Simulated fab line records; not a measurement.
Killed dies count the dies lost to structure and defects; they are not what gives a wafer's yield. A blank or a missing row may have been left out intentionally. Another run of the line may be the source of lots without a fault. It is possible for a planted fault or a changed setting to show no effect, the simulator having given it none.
Chamber matching || flow sky130 || SKY_VIA3_CMP_02 on cmp-01 has 4 sister chambers
The step polishes SiO2. 4 wafers are shown with their chamber, then 7 later ones without.

## WAFERS WITH THEIR CHAMBER
{"wafer": "L086.3", "chamber": 1, "motor current A (A)": 11.2}
{"wafer": "L086.5", "chamber": 3, "motor current A (A)": 11.9}
{"wafer": "L088.2", "chamber": 0, "motor current A (A)": 9.8}
{"wafer": "L088.4", "chamber": 2, "motor current A (A)": 12.6}

## WAFERS WITH NO CHAMBER GIVEN
{"wafer": "L088.6", "motor current A (A)": 12.8}
{"wafer": "L094.3", "motor current A (A)": 11.2}
{"wafer": "L094.5", "motor current A (A)": 12.4}
{"wafer": "L094.6", "motor current A (A)": 11.0}
{"wafer": "L095.1", "motor current A (A)": 12.0}
{"wafer": "L095.4", "motor current A (A)": 9.4}
{"wafer": "L095.5", "motor current A (A)": 10.9}

## EACH ONE'S CHAMBER
{"wafer": "L088.6", "from the rows above": 2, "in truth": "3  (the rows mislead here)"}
{"wafer": "L094.3", "from the rows above": 1, "in truth": 1}
{"wafer": "L094.5", "from the rows above": "can't be placed: 2 or 3", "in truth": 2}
{"wafer": "L094.6", "from the rows above": 1, "in truth": 1}
{"wafer": "L095.1", "from the rows above": 3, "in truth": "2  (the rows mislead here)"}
{"wafer": "L095.4", "from the rows above": 0, "in truth": 0}
{"wafer": "L095.5", "from the rows above": 1, "in truth": 1}
Correct placement for 4 of the 7. Not placeable from these rows: 1 (in 1, the candidates include the true chamber). Placed wrongly: 2.
How it was worked out, from the rows above alone: a wafer's distance from a chamber is the root of the sum, over the readings, of the square of ((its reading less the chamber's mean) divided by the reading's scatter). The wafer belongs to the nearest chamber; if the next one is less than 2 further off, it can't be placed. For every chamber, the mean is computed from those of its wafers that are shown. The scatter (one wafer shown for each chamber): square how far every hidden wafer sits from the nearest shown wafer, average those squares and take the square root.
